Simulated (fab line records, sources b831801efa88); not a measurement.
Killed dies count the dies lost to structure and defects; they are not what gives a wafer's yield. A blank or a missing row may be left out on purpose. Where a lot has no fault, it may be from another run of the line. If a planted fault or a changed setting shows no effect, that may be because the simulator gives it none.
Split-lot study || flow sky130 || route with 708 steps; 5 lots, 27 wafers read

## ABOUT THE SPLIT
At SKY_SONOS_ONO_CVD_04 (deposits SiO2 from SiH4/N2O, target thk 5.7199 nm), the setting timeS was moved away from the recipe's 900 s on 24 of the 27 wafers read, by -22.2% to +42.3%. All remaining wafers had this setting at the recipe value.

Between the split and the reading, the file records no step.

## THE READING
At SKY_SONOS_ONO_THK_MEAS_05: SONOS_ONO_CVD_04_THK, given in nm. A value of 5.65 nm with a standard deviation of 0.094 nm is what fault-free wafers of this fab line usually give.

{"wafer": "L074.1", "tool, chamber at the split": "-, -", "timeS as run, s": 1281, "against the recipe": "+42.3%", "SONOS_ONO_CVD_04_THK, nm": 8.11, "against lot-mates on the recipe": "no lot-mate on the recipe"}
{"wafer": "L074.2", "tool, chamber at the split": "-, -", "timeS as run, s": 1281, "against the recipe": "+42.3%", "SONOS_ONO_CVD_04_THK, nm": 8.03, "against lot-mates on the recipe": "no lot-mate on the recipe"}
{"wafer": "L074.3", "tool, chamber at the split": "-, -", "timeS as run, s": 1281, "against the recipe": "+42.3%", "SONOS_ONO_CVD_04_THK, nm": 8.01, "against lot-mates on the recipe": "no lot-mate on the recipe"}
{"wafer": "L074.4", "tool, chamber at the split": "-, -", "timeS as run, s": 1281, "against the recipe": "+42.3%", "SONOS_ONO_CVD_04_THK, nm": 8.06, "against lot-mates on the recipe": "no lot-mate on the recipe"}
{"wafer": "L074.5", "tool, chamber at the split": "-, -", "timeS as run, s": 1281, "against the recipe": "+42.3%", "SONOS_ONO_CVD_04_THK, nm": 8.05, "against lot-mates on the recipe": "no lot-mate on the recipe"}
{"wafer": "L074.6", "tool, chamber at the split": "-, -", "timeS as run, s": 1281, "against the recipe": "+42.3%", "SONOS_ONO_CVD_04_THK, nm": 8.00, "against lot-mates on the recipe": "no lot-mate on the recipe"}
{"wafer": "L077.1", "tool, chamber at the split": "-, -", "timeS as run, s": 1130, "against the recipe": "+25.6%", "SONOS_ONO_CVD_04_THK, nm": 7.11, "against lot-mates on the recipe": "no lot-mate on the recipe"}
{"wafer": "L077.2", "tool, chamber at the split": "-, -", "timeS as run, s": 1130, "against the recipe": "+25.6%", "SONOS_ONO_CVD_04_THK, nm": 7.11, "against lot-mates on the recipe": "no lot-mate on the recipe"}
{"wafer": "L077.3", "tool, chamber at the split": "-, -", "timeS as run, s": 1130, "against the recipe": "+25.6%", "SONOS_ONO_CVD_04_THK, nm": 7.07, "against lot-mates on the recipe": "no lot-mate on the recipe"}
{"wafer": "L077.4", "tool, chamber at the split": "-, -", "timeS as run, s": 1130, "against the recipe": "+25.6%", "SONOS_ONO_CVD_04_THK, nm": 7.07, "against lot-mates on the recipe": "no lot-mate on the recipe"}
{"wafer": "L077.5", "tool, chamber at the split": "-, -", "timeS as run, s": 1130, "against the recipe": "+25.6%", "SONOS_ONO_CVD_04_THK, nm": 7.10, "against lot-mates on the recipe": "no lot-mate on the recipe"}
{"wafer": "L077.6", "tool, chamber at the split": "-, -", "timeS as run, s": 1130, "against the recipe": "+25.6%", "SONOS_ONO_CVD_04_THK, nm": 7.06, "against lot-mates on the recipe": "no lot-mate on the recipe"}
{"wafer": "L080.1", "tool, chamber at the split": "-, -", "timeS as run, s": 700.4, "against the recipe": "-22.2%", "SONOS_ONO_CVD_04_THK, nm": 4.45, "against lot-mates on the recipe": "no lot-mate on the recipe"}
{"wafer": "L080.2", "tool, chamber at the split": "-, -", "timeS as run, s": 700.4, "against the recipe": "-22.2%", "SONOS_ONO_CVD_04_THK, nm": 4.35, "against lot-mates on the recipe": "no lot-mate on the recipe"}
{"wafer": "L080.3", "tool, chamber at the split": "-, -", "timeS as run, s": 700.4, "against the recipe": "-22.2%", "SONOS_ONO_CVD_04_THK, nm": 4.37, "against lot-mates on the recipe": "no lot-mate on the recipe"}
{"wafer": "L080.4", "tool, chamber at the split": "-, -", "timeS as run, s": 700.4, "against the recipe": "-22.2%", "SONOS_ONO_CVD_04_THK, nm": 4.38, "against lot-mates on the recipe": "no lot-mate on the recipe"}
{"wafer": "L080.5", "tool, chamber at the split": "-, -", "timeS as run, s": 700.4, "against the recipe": "-22.2%", "SONOS_ONO_CVD_04_THK, nm": 4.46, "against lot-mates on the recipe": "no lot-mate on the recipe"}
{"wafer": "L080.6", "tool, chamber at the split": "-, -", "timeS as run, s": 700.4, "against the recipe": "-22.2%", "SONOS_ONO_CVD_04_THK, nm": 4.42, "against lot-mates on the recipe": "no lot-mate on the recipe"}
{"wafer": "L079.2", "tool, chamber at the split": "lpcvd-03, 1", "timeS as run, s": 900, "against the recipe": "recipe", "SONOS_ONO_CVD_04_THK, nm": 5.76, "against lot-mates on the recipe": "-"}
{"wafer": "L079.3", "tool, chamber at the split": "lpcvd-03, 1", "timeS as run, s": 900, "against the recipe": "recipe", "SONOS_ONO_CVD_04_THK, nm": 5.70, "against lot-mates on the recipe": "-"}
{"wafer": "L079.5", "tool, chamber at the split": "lpcvd-03, 1", "timeS as run, s": 900, "against the recipe": "recipe", "SONOS_ONO_CVD_04_THK, nm": 5.84, "against lot-mates on the recipe": "-"}
{"wafer": "L085.1", "tool, chamber at the split": "-, -", "timeS as run, s": 1101, "against the recipe": "+22.3%", "SONOS_ONO_CVD_04_THK, nm": 6.81, "against lot-mates on the recipe": "no lot-mate on the recipe"}
{"wafer": "L085.2", "tool, chamber at the split": "-, -", "timeS as run, s": 1101, "against the recipe": "+22.3%", "SONOS_ONO_CVD_04_THK, nm": 6.83, "against lot-mates on the recipe": "no lot-mate on the recipe"}
{"wafer": "L085.3", "tool, chamber at the split": "-, -", "timeS as run, s": 1101, "against the recipe": "+22.3%", "SONOS_ONO_CVD_04_THK, nm": 6.83, "against lot-mates on the recipe": "no lot-mate on the recipe"}
{"wafer": "L085.4", "tool, chamber at the split": "-, -", "timeS as run, s": 1101, "against the recipe": "+22.3%", "SONOS_ONO_CVD_04_THK, nm": 6.86, "against lot-mates on the recipe": "no lot-mate on the recipe"}
{"wafer": "L085.5", "tool, chamber at the split": "-, -", "timeS as run, s": 1101, "against the recipe": "+22.3%", "SONOS_ONO_CVD_04_THK, nm": 6.99, "against lot-mates on the recipe": "no lot-mate on the recipe"}
{"wafer": "L085.6", "tool, chamber at the split": "-, -", "timeS as run, s": 1101, "against the recipe": "+22.3%", "SONOS_ONO_CVD_04_THK, nm": 6.77, "against lot-mates on the recipe": "no lot-mate on the recipe"}

THE FIT
A straight line over all 27 wafers: SONOS_ONO_CVD_04_THK changes by +0.0558 nm for each +1% of timeS; r = +1.00; the points scatter about the line by 0.069 nm.
Too few moved wafers with a lot-mate on the recipe to fit a line net of each lot's own level.

## THE WHOLE CHAIN: every reading that the file lists as answering this split, in the file's order
{"step": "SKY_SONOS_ONO_CVD_04", "what it does": "deposits SiO2 from SiH4/N2O, target thk 5.7199 nm", "reading": "SiO2_of_SONOS_ONO_CVD_04.thkNm (the simulator's own value, which no gauge read)", "change (the file's fit)": "+0.0559 nm for each +1% of the setting", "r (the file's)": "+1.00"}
{"step": "SKY_SONOS_ONO_THK_MEAS_05", "what it does": "", "reading": "SONOS_ONO_CVD_04_THK", "change (the file's fit)": "+0.0558 for each +1% of the setting", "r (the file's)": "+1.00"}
{"step": "SKY_POLY_GATE_ETCH_15", "what it does": "etches BARC in N2/H2, stops on SiO2, time 118.5 s, target depth 110 nm", "reading": "SiO2_of_SONOS_ONO_CVD_04.thkNm (the simulator's own value, which no gauge read)", "change (the file's fit)": "+0.054 nm for each +1% of the setting", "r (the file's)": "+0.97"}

## THE FILE'S OWN FIT
SONOS_ONO_CVD_04_THK changes by +0.0558 nm for each +1% of timeS, r = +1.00.
